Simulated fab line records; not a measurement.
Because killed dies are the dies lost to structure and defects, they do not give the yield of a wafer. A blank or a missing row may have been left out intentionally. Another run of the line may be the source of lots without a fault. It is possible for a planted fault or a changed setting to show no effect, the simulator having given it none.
fab line records ; flow sky130
[record] lots = 5; wafers = 15; last-day = 50
route steps=708 shown CONTACT@418 METAL1@434
lots with no fault: from the same line, run without faults
start-h: the number of hours between the record's first day and the start of the first shown wafer of the lot ; wait-h: hours since the lot's step before ; " same as the row above ; L1.1+2: a single row standing in for several wafers ; - no value present, or no start provided ; * or withheld: withheld ; < > ~ a bound
route shown NAME@n: names a module that has steps shown in the file, with the first one's number in the route ; usual: the fault-free wafers' mean and standard deviation ; same: alike in all rows ; chamber/n: place in a boat ; sites: each site's reading ; _std_site: standard deviation of those values ; _edge_site: inner sites' mean taken away from outer sites' mean ; radius-mm: how far each site lies from the wafer's centre ; mask NAME#n: copy n ; behind: the tool/chamber that last shaped the wafer ; hold: reason for holding the lot/hours on hold/outcome of the hold ; device: which transistor (n, p or np) failed to switch ; end of line: the tests these same wafers got at the end of their route ; a step without rows: its recipe alone ; killed: count of dies lost to structure and defects at first sort (not the wafer's yield) ; map: dies across one wafer; x = killed, . = not, _ = none there
set.NAME: the setting the step ran with; set.NAME@STEP: the setting that earlier step ran with ; model.NAME: the simulator's own value behind a step, which no gauge read
lots at some steps of the route; a table a step, a row a wafer
services: from which hour (start-h, from the record's first day; less than 0 if before it) a tool's chamber was out of use, for how many hours, and why
[[steps]]
[step SKY_CONTACT_PEB_12]
[recipe] peb-temp-c = withheld; peb-time-s = withheld; resist = KrF-thick
[step SKY_CONTACT_DEVELOP_13]
[recipe] develop-time-s = 60; resist = KrF-thick; dev-temp-c = 21
[step SKY_CONTACT_CD_MEAS_14]
[recipe] target-cd-nm = 170
[usual] cd-nm = 170.0/1.4
lot.wafer;tool;chamber;start-h;wait-h;cd-nm
L525.1;cd-sem-02;-;819.73;-;169.1
L525.2;cd-sem-02;-;819.73;-;168.6
L525.6;cd-sem-02;-;819.73;-;167.9
L526.1;cd-sem-02;-;841.28;-;172.3
L526.5;cd-sem-02;-;841.28;-;171.9
L526.6;cd-sem-02;-;841.28;-;171.8
L530.1;cd-sem-01;-;856.93;-;170.3
L530.5;cd-sem-01;-;856.93;-;170.8
L530.6;cd-sem-01;-;856.93;-;172.3
L535.2;cd-sem-01;-;885.90;-;171.1
L535.4;cd-sem-01;-;885.90;-;170.3
L535.5;cd-sem-01;-;885.90;-;170.8
L539.2;cd-sem-01;-;914.23;-;172.7
L539.3;cd-sem-01;-;914.23;-;171.7
L539.6;cd-sem-01;-;914.23;-;172.0
[step SKY_CONTACT_OVL_MEAS_15]
[usual] CONTACT_OVL = -1/5.4
lot.wafer;tool;chamber;start-h;wait-h;CONTACT_OVL[nm]
L525.1;overlay-02;-;819.85;0.1;2
L525.2;overlay-02;-;819.85;0.1;2
L525.6;overlay-02;-;819.85;0.1;-9
L526.1;overlay-02;-;841.40;0.1;0
L526.5;overlay-02;-;841.40;0.1;1
L526.6;overlay-02;-;841.40;0.1;-11
L530.1;overlay-02;-;857.05;0.1;3
L530.5;overlay-02;-;857.05;0.1;-2
L530.6;overlay-02;-;857.05;0.1;8
L535.2;overlay-01;-;886.01;0.1;7
L535.4;overlay-01;-;886.01;0.1;7
L535.5;overlay-01;-;886.01;0.1;3
L539.2;overlay-01;-;914.34;0.1;4
L539.3;overlay-01;-;914.34;0.1;-11
L539.6;overlay-01;-;914.34;0.1;-3
[step SKY_CONTACT_ETCH_16]
[recipe] chemistry = N2/H2; target = BARC; ion-energy-ev = 200; source-w = 500; bias-w = 100; pressure-mtorr = 30; n2-flow-sccm = 100; h2-flow-sccm = 200; stop-on = SiO2; time-s = 45.9; target-depth-a = 600
[usual] drypump-motor-current-A = 5.8/0.57; oes-product-au = 0.855/0.0048; throttle-valve-pct = 13.226/0.0086
lot.wafer;tool;chamber;start-h;wait-h;drypump-motor-current-A;oes-product-au;rf-hours-counter-h;throttle-valve-pct
L525.1;rie-diel-02;2;819.89;0.0;5.0;0.857;20;13.224
L525.2;rie-diel-02;1;819.89;0.0;5.9;0.859;9;13.229
L525.6;rie-diel-02;2;819.89;0.0;5.0;0.854;-;13.235
L526.1;rie-diel-02;3;841.44;0.0;5.8;0.855;2;13.231
L526.5;rie-diel-02;0;841.44;0.0;6.6;0.865;-;13.225
L526.6;rie-diel-02;3;841.44;0.0;5.7;0.851;-;13.226
L530.1;rie-diel-02;2;857.09;0.0;5.0;0.852;21;13.213
L530.5;rie-diel-02;1;857.09;0.0;6.0;0.847;-;13.229
L530.6;rie-diel-02;2;857.09;0.0;5.0;0.857;-;13.205
L535.2;rie-diel-02;3;886.04;0.0;5.7;0.852;3;13.234
L535.4;rie-diel-02;3;886.04;0.0;5.8;0.860;-;13.222
L535.5;rie-diel-02;1;886.04;0.0;5.9;0.854;-;13.236
L539.2;rie-diel-02;1;914.37;0.0;5.9;0.853;12;13.225
L539.3;rie-diel-02;2;914.37;0.0;5.0;0.851;23;13.228
L539.6;rie-diel-02;3;914.37;0.0;5.7;0.853;-;13.224
[step SKY_CONTACT_ETCH_17]
[recipe] target = SiO2; chemistry = C4F8/O2/Ar; stop-on = Si3N4; mask-material = KrF-thick; source-w = 1500; bias-w = 1200; pressure-mtorr = 40; c4f8-flow-sccm = withheld; O2_flow_sccm = 6; Ar_flow_sccm = 300; time-s = withheld; target-depth-a = 3400
[usual] oes-product-au = 0.891/0.0045
lot.wafer;tool;chamber;start-h;wait-h;oes-product-au
L525.1;rie-diel-02;2;819.93;0.0;0.890
L525.2;rie-diel-02;1;819.93;0.0;0.894
L525.6;rie-diel-02;2;819.93;0.0;0.895
L526.1;rie-diel-02;3;841.48;0.0;0.896
L526.5;rie-diel-02;0;841.48;0.0;0.889
L526.6;rie-diel-02;3;841.48;0.0;0.890
L530.1;rie-diel-02;2;857.13;0.0;0.890
L530.5;rie-diel-02;1;857.13;0.0;0.889
L530.6;rie-diel-02;2;857.13;0.0;0.891
L535.2;rie-diel-02;3;886.08;0.0;0.886
L535.4;rie-diel-02;3;886.08;0.0;0.894
L535.5;rie-diel-02;1;886.08;0.0;0.886
L539.2;rie-diel-02;1;914.41;0.0;0.894
L539.3;rie-diel-02;2;914.41;0.0;0.895
L539.6;rie-diel-02;3;914.41;0.0;0.886
[step SKY_CONTACT_ETCH_18]
[recipe] target = Si3N4; chemistry = CHF3/O2; stop-on = TiN; source-w = 600; bias-w = 200; pressure-mtorr = 40; chf3-flow-sccm = 50; O2_flow_sccm = 5; time-s = 39; target-depth-a = 750
[step SKY_CONTACT_STRIP_19]
[recipe] chemistry = O2/N2; power-w = 1400; pressure-mtorr = 1500; platen-temp-c = withheld; o2-flow-sccm = 3000; n2-flow-sccm = 300; overash-fraction = 0.5
[usual] drypump-motor-current-A = 5.6/0.37; oes-product-au = 0.381/0.0045; strip-time-to-endpoint-s = 3.618/0.023
lot.wafer;tool;chamber;start-h;wait-h;drypump-motor-current-A;oes-product-au;rf-hours-counter-h;strip-time-to-endpoint-s
L525.1;plasma-asher-02;0;820.02;-;6.4;0.377;8;3.604
L525.2;plasma-asher-02;1;820.02;-;5.4;0.378;8;3.612
L525.6;plasma-asher-02;0;820.02;-;6.4;0.387;-;3.600
L526.1;plasma-asher-04;0;841.57;-;5.4;0.384;99;3.634
L526.5;plasma-asher-04;1;841.57;-;5.8;0.383;-;3.655
L526.6;plasma-asher-04;0;841.57;-;5.4;0.384;-;3.632
L530.1;plasma-asher-02;1;857.22;-;5.4;0.377;12;3.615
L530.5;plasma-asher-02;0;857.22;-;6.3;0.382;-;3.571
L530.6;plasma-asher-02;1;857.22;-;5.4;0.390;-;3.581
L535.2;plasma-asher-04;1;886.17;-;5.8;0.387;103;3.622
L535.4;plasma-asher-04;0;886.17;-;5.4;0.385;-;3.629
L535.5;plasma-asher-04;0;886.17;-;5.4;0.379;-;3.624
L539.2;plasma-asher-02;0;914.50;-;6.3;0.388;18;3.602
L539.3;plasma-asher-02;1;914.50;-;5.4;0.386;-;3.602
L539.6;plasma-asher-02;1;914.50;-;5.4;0.384;-;3.654
[step SKY_CONTACT_STRIP_20]
[recipe] chemistry = post-etch-residue-remover; time-s = 1200; temp-c = 72.5
[step SKY_CONTACT_CLEAN_21]
[recipe] chemistry = IPA; time-s = 180; temp-c = 25
[step SKY_CONTACT_CLEAN_22]
[recipe] chemistry = O3/DIW; dry = n2-spin
[step SKY_CONTACT_SPUTTER_23]
[recipe] material = TiN; target-thk-nm = 20; chamber-pressure-pa = 5; power-w = 4000; time-s = 80
[usual] throttle-valve-pct = 30.0/0.79
lot.wafer;tool;chamber;start-h;wait-h;throttle-valve-pct
L525.1;pvd-sputter-02;-;820.66;0.0;30.6
L525.2;pvd-sputter-02;-;820.66;0.0;28.8
L525.6;pvd-sputter-02;-;820.66;0.0;30.6
L526.1;pvd-sputter-03;-;842.20;0.0;29.7
L526.5;pvd-sputter-03;-;842.20;0.0;30.7
L526.6;pvd-sputter-03;-;842.20;0.0;29.9
L530.1;pvd-sputter-02;-;857.84;0.0;29.6
L530.5;pvd-sputter-02;-;857.84;0.0;29.3
L530.6;pvd-sputter-02;-;857.84;0.0;29.6
L535.2;pvd-sputter-04;-;886.79;0.0;28.6
L535.4;pvd-sputter-04;-;886.79;0.0;29.5
L535.5;pvd-sputter-04;-;886.79;0.0;30.3
L539.2;pvd-sputter-04;-;915.09;0.0;28.4
L539.3;pvd-sputter-04;-;915.09;0.0;30.2
L539.6;pvd-sputter-04;-;915.09;0.0;30.4
[step SKY_CONTACT_CVD_24]
[recipe] material = W; target-thk-nm = 340; time-s = 102.12; temp-c = 400; pressure-torr = 40
[usual] heater-power-outer-w = 524/62; heater-power-w = 819/48; susceptor-temp-C = 399.99/0.22
lot.wafer;tool;chamber;start-h;wait-h;heater-power-outer-w;heater-power-w;susceptor-temp-C;model.W_of_CONTACT_CVD_24.thk-nm
L525.1;cvd-w-01;0;820.72;0.0;493;792;400.54;337.3
L525.2;cvd-w-01;1;820.72;0.0;598;887;399.98;351.6
L525.6;cvd-w-01;0;820.72;0.0;494;828;399.94;337
L526.1;cvd-w-01;1;842.26;0.0;623;888;400.01;350.7
L526.5;cvd-w-01;1;842.26;0.0;625;916;399.68;352.5
L526.6;cvd-w-01;0;842.26;0.0;505;801;400.15;336.2
L530.1;cvd-w-01;0;857.91;0.0;505;826;399.94;572.7
L530.5;cvd-w-01;0;857.91;0.0;497;826;399.60;333.4
L530.6;cvd-w-01;0;857.91;0.0;492;804;399.77;571
L535.2;cvd-w-02;1;886.86;0.0;443;750;400.14;335.7
L535.4;cvd-w-02;1;886.86;0.0;456;739;399.89;337.7
L535.5;cvd-w-02;0;886.86;0.0;506;811;399.56;336.1
L539.2;cvd-w-02;1;915.15;0.0;459;748;400.44;339.2
L539.3;cvd-w-02;1;915.15;0.0;439;746;400.33;340.7
L539.6;cvd-w-02;0;915.15;0.0;515;821;400.44;339.8
[step SKY_CONTACT_RS_MEAS_25]
[recipe] thk-meas-gauge = four-point-probe; reads = W_of_CONTACT_CVD_24+TiN_of_CONTACT_SPUTTER_23
[usual] CONTACT_W_RS = 0.337/0.0071
lot.wafer;tool;chamber;start-h;wait-h;hold;CONTACT_W_RS[ohm/sq]
L525.1;film-metro-04;-;820.83;0.1;-;0.341
L525.2;film-metro-04;-;820.83;0.1;-;0.326
L525.6;film-metro-04;-;820.83;0.1;-;0.341
L526.1;film-metro-03;-;842.37;0.1;-;0.328
L526.5;film-metro-03;-;842.37;0.1;-;0.326
L526.6;film-metro-03;-;842.37;0.1;-;0.342
L530.1;film-metro-03;-;858.13;0.2;await-dispo/0.2h/release;0.200
L530.5;film-metro-03;-;858.13;0.2;await-dispo/0.2h/release;0.345
L530.6;film-metro-03;-;858.13;0.2;await-dispo/0.2h/release;0.200
L530.1;film-metro-03;-;858.41;0.3;-;0.200
L530.5;film-metro-03;-;858.41;0.3;-;0.345
L530.6;film-metro-03;-;858.41;0.3;-;0.200
L535.2;film-metro-03;-;886.99;0.1;-;0.342
L535.4;film-metro-03;-;886.99;0.1;-;0.340
L535.5;film-metro-03;-;886.99;0.1;-;0.342
L539.2;film-metro-03;-;915.28;0.1;-;0.339
L539.3;film-metro-03;-;915.28;0.1;-;0.338
L539.6;film-metro-03;-;915.28;0.1;-;0.338
[step SKY_CONTACT_THK_MEAS_26]
[recipe] thk-meas-gauge = xrf; reads = W_of_CONTACT_CVD_24
[usual] CONTACT_W_THK = 347/8.3
lot.wafer;tool;chamber;start-h;wait-h;hold;CONTACT_W_THK[nm]
L525.1;film-metro-04;-;820.95;0.1;-;346
L525.2;film-metro-04;-;820.95;0.1;-;360
L525.6;film-metro-04;-;820.95;0.1;-;344
L526.1;film-metro-03;-;842.49;0.1;-;360
L526.5;film-metro-03;-;842.49;0.1;-;358
L526.6;film-metro-03;-;842.49;0.1;-;342
L530.1;film-metro-03;-;861.38;2.9;await-dispo/0.2h/release;-
L530.5;film-metro-03;-;861.38;2.9;await-dispo/0.2h/release;341
L530.6;film-metro-03;-;861.38;2.9;await-dispo/0.2h/release;-
L530.1;film-metro-03;-;861.61;0.2;-;-
L530.5;film-metro-03;-;861.61;0.2;-;341
L530.6;film-metro-03;-;861.61;0.2;-;-
L535.2;film-metro-03;-;887.10;0.1;-;340
L535.4;film-metro-03;-;887.10;0.1;-;345
L535.5;film-metro-03;-;887.10;0.1;-;342
L539.2;film-metro-03;-;915.39;0.1;-;345
L539.3;film-metro-03;-;915.39;0.1;-;350
L539.6;film-metro-03;-;915.39;0.1;-;348
[step SKY_CONTACT_CMP_27]
[recipe] stop-on = SiO2; t-overpolish-s = 15; down-force-psi = 3.5; platen-rpm = 60; target-thk-nm = 0; pad-velocity-m-s = 0.94248
[usual] motor-current-A = 10.9/1.2; slurry-flow-ml-min = 150.1/0.43; time-to-endpoint-s = 82/3.4
lot.wafer;tool;chamber;start-h;wait-h;hold;motor-current-A;slurry-flow-ml-min;time-to-endpoint-s
L525.2;cmp-02;2;821.07;0.1;-;11.7;150.3;84
L525.1;cmp-02;3;821.07;0.1;-;10.7;150.6;78
L525.6;cmp-02;2;821.07;0.1;-;11.5;149.7;76
L526.1;cmp-01;0;842.55;0.1;-;11.6;149.5;87
L526.5;cmp-01;0;842.55;0.1;-;11.6;149.3;84
L526.6;cmp-01;1;842.55;0.1;-;11.6;149.2;76
L530.1;cmp-02;3;866.35;4.7;await-dispo/4.3h/release;10.7;149.3;138
L530.6;cmp-02;2;866.35;4.7;await-dispo/4.3h/release;11.4;150.3;133
L530.5;cmp-02;3;866.35;4.7;await-dispo/4.3h/release;10.9;149.2;80
L535.4;cmp-02;1;887.15;0.0;-;10.8;150.2;84
L535.2;cmp-02;2;887.15;0.0;-;11.1;150.1;78
L535.5;cmp-02;2;887.15;0.0;-;11.9;150.2;82
L539.2;cmp-02;0;915.62;0.2;-;10.9;150.4;81
L539.3;cmp-02;3;915.62;0.2;-;10.8;149.5;80
L539.6;cmp-02;1;915.62;0.2;-;11.0;149.5;83
[step SKY_METAL1_SPUTTER_00]
[recipe] material = Ti; target-thk-nm = 15; power-w = 3000; time-s = 10; chamber-pressure-pa = 0.4
[usual] throttle-valve-pct = 30.2/0.77
lot.wafer;tool;chamber;start-h;wait-h;throttle-valve-pct
L525.1;pvd-sputter-04;-;821.32;0.1;28.1
L525.2;pvd-sputter-04;-;821.32;0.1;29.7
L525.6;pvd-sputter-04;-;821.32;0.1;30.0
L526.1;pvd-sputter-01;-;842.85;0.2;30.8
L526.5;pvd-sputter-01;-;842.85;0.2;30.5
L526.6;pvd-sputter-01;-;842.85;0.2;30.6
L530.1;pvd-sputter-01;-;866.60;0.2;31.0
L530.5;pvd-sputter-01;-;866.60;0.2;30.6
L530.6;pvd-sputter-01;-;866.60;0.2;30.8
L535.2;pvd-sputter-01;-;887.45;0.2;30.9
L535.4;pvd-sputter-01;-;887.45;0.2;29.6
L535.5;pvd-sputter-01;-;887.45;0.2;30.3
L539.2;pvd-sputter-01;-;915.92;0.2;30.2
L539.3;pvd-sputter-01;-;915.92;0.2;30.3
L539.6;pvd-sputter-01;-;915.92;0.2;30.3
[[services]]
tool;chamber;start-h;hours;kind
plasma-asher-04;-;826.84;14.6;pm
cvd-w-02;1;830.36;3.3;repair
cmp-02;-;831.01;2.0;repair
plasma-asher-02;-;837.64;1.6;repair
cvd-w-02;0;838.40;8.0;repair
cvd-w-01;1;849.63;14.5;repair
pvd-sputter-03;-;849.88;1.2;repair
rie-diel-02;0;854.46;4.2;repair
rie-diel-02;3;869.84;14.6;repair
rie-diel-02;0;874.11;9.6;repair
pvd-sputter-01;-;882.13;3.1;repair
rie-diel-02;0;885.51;1.2;repair
cvd-w-02;-;891.20;6.9;pm
cmp-01;-;895.85;2.3;repair
pvd-sputter-01;2;900.86;-;consumable-replace:kit
pvd-sputter-01;2;900.86;18.0;scheduled-down
pvd-sputter-01;2;900.86;18.0;vent-cycle
cvd-w-01;-;904.00;14.0;pm
cvd-w-01;0;904.00;14.0;vent-cycle
cvd-w-01;1;904.00;14.0;vent-cycle
cmp-01;-;912.00;4.0;pm
[[key]]
[first-sign] step = SKY_CONTACT_RS_MEAS_25; reading = visit; direction = added
[effect] step = SKY_CONTACT_RS_MEAS_25; reading = CONTACT_W_RS; direction = down; sigmas = 19; usual = 0.337; struck = 0.200
[effect] step = SKY_CONTACT_THK_MEAS_26; reading = visit; direction = added
[effect] step = SKY_CONTACT_CMP_27; reading = time-to-endpoint-s; direction = up; sigmas = 16; usual = *; struck = *
[model-effect] step = SKY_CONTACT_CVD_24; value = W_of_CONTACT_CVD_24.thk-nm; without = 333.9; struck = 571.9
met-at SKY_CONTACT_CVD_24
struck-wafers L530.1,L530.6
tester-left-out L530
onset-between 842.26 857.91
[fault] kind = process-parameter-drift; tool = cvd-w-01; chamber = -; onset-h = 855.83; steps = SKY_CONTACT_CVD_24; channel = target-thk-nm; offset = 239.86; shape = step; end-h = 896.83; scope = struck-wafers-only; acts-in = these-recipes-only; stated = 340
// tester-left-out: of these lots the tester's yield and bins aren't shown, on N5 and GAA mostly nor the transistor test; their killed dies are dies lost to structure and defects alone, not to doping, threshold or leakage, so they don't give the yield
